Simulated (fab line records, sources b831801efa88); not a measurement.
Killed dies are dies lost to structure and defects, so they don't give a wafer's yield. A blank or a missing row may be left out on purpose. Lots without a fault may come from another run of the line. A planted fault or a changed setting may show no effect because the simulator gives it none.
A struck lot beside a sound one | flow sky130 | 15 steps out of a route of 708
Sound: wafers L355.3, L355.4, L355.6. Struck: wafers L345.1, L345.2, L345.3. The cause comes at the end.
At each step with rows: each side's tool, then ch and its chambers, then its first start. Under that, the readings that differ: sound wafers | struck wafers | difference of the means | sigmas: that difference in standard deviations of wafers without a fault.
alike: readings whose means differ by less than 2 such deviations, and words and numbers that are the same on both sides. not compared: withheld readings, readings that some wafer has no value for, bounds like >300 that may hide the same value, and numbers for which the record gives no deviation and whose values overlap.
The two part at a step that has a row with sigmas, a row that says differs or no value, or rows on one side only. Numbers that don't overlap but have no deviation are shown without sigmas and don't part them. A reading that every wafer of one side lacks parts them only if that side has two wafers or more.

SKY_VT_ADJUST_HVTR_OVL_MEAS_08:
  sound on overlay-02, day 13 12:33; struck on overlay-01, day 10 16:18
  alike: VT_ADJUST_HVTR_OVL
then, 1 step without rows for these wafers: SKY_VT_ADJUST_HVTR_IMPLANT_09.
SKY_VT_ADJUST_HVTR_STRIP_10: strips in O2/N2.
  sound on plasma_asher-03 ch 0,1, day 13 12:46; struck on plasma_asher-02 ch 0,1, day 10 16:29
  alike: chamber_pressure_mTorr, drypump_motor_current_A, oes_product_au, strip_time_to_endpoint_s
  not compared: rf_hours_counter_h
SKY_VT_ADJUST_HVTR_TW_MEAS_11:
  sound on film_metro-01, day 13 12:51; struck on film_metro-04, day 10 16:35
  reading           | sound             | struck            | difference | sigmas
  VT_ADJUST_HVTR_TW | 207.6 207.9 208.2 | 211.8 212.9 212.2 | +4.4       | +3
then, 7 steps without rows for these wafers: SKY_VT_ADJUST_PCH_DEHYDRATE_00 (time 60 s); SKY_VT_ADJUST_PCH_HMDS_01 (prime time 60 s); SKY_VT_ADJUST_PCH_COAT_02 (resist thk 3000 nm); SKY_VT_ADJUST_PCH_SOFTBAKE_03; SKY_VT_ADJUST_PCH_EXPOSE_04 (exposes mask NWM, target cd 840 nm); SKY_VT_ADJUST_PCH_PEB_05; SKY_VT_ADJUST_PCH_DEVELOP_06 (develop time 60 s).
SKY_VT_ADJUST_PCH_OVL_MEAS_07:
  sound on overlay-01, day 14 13:01; struck on overlay-02, day 11 14:42
  alike: VT_ADJUST_PCH_OVL
SKY_VT_ADJUST_PCH_IMPLANT_08:
  sound on implanter-04 ch 0, day 14 13:05; struck on implanter-04 ch 0, day 11 14:44
  reading       | sound                         | struck                        | difference | sigmas
  dose_ions_cm2 | 5.004e+11 4.999e+11 4.993e+11 | 5.061e+11 5.075e+11 5.073e+11 | +7.100e+09 | +13
  alike: beam_on_s, end_station_pressure_torr
SKY_VT_ADJUST_PCH_STRIP_09: strips in O2/N2.
  sound on plasma_asher-03 ch 0,1, day 14 13:13; struck on plasma_asher-03 ch 0,1, day 11 14:53
  reading                      | sound             | struck            | difference | sigmas
  strip_time_to_endpoint_s (s) | 36.83 36.80 36.92 | 37.09 37.05 36.96 | +0.18      | +2
  alike: chamber_pressure_mTorr, drypump_motor_current_A, oes_product_au
  not compared: rf_hours_counter_h
-- the record jumps here: 35 days lie between the struck wafers' starts before and after (it left off in module VT_ADJUST_PCH and takes up again in module PAD_OPEN, whose first step shown is number 708 of the route) --
SKY_PAD_OPEN_PROBE_99:
  sound on prober-02, day 48 22:04; struck on prober-02, day 46 22:07
  alike: killed_at_M0_to_M3, killed_at_M4_up, killed_at_contacts, killed_at_front_end, killed_at_other, killed_dies, killed_open, killed_short

WHERE THEY PART
First at SKY_VT_ADJUST_HVTR_TW_MEAS_11; last, within this record, at SKY_VT_ADJUST_PCH_STRIP_09. Later steps at which nothing parts them and some readings are alike: SKY_PAD_OPEN_PROBE_99.

WHY: what the simulator had put in
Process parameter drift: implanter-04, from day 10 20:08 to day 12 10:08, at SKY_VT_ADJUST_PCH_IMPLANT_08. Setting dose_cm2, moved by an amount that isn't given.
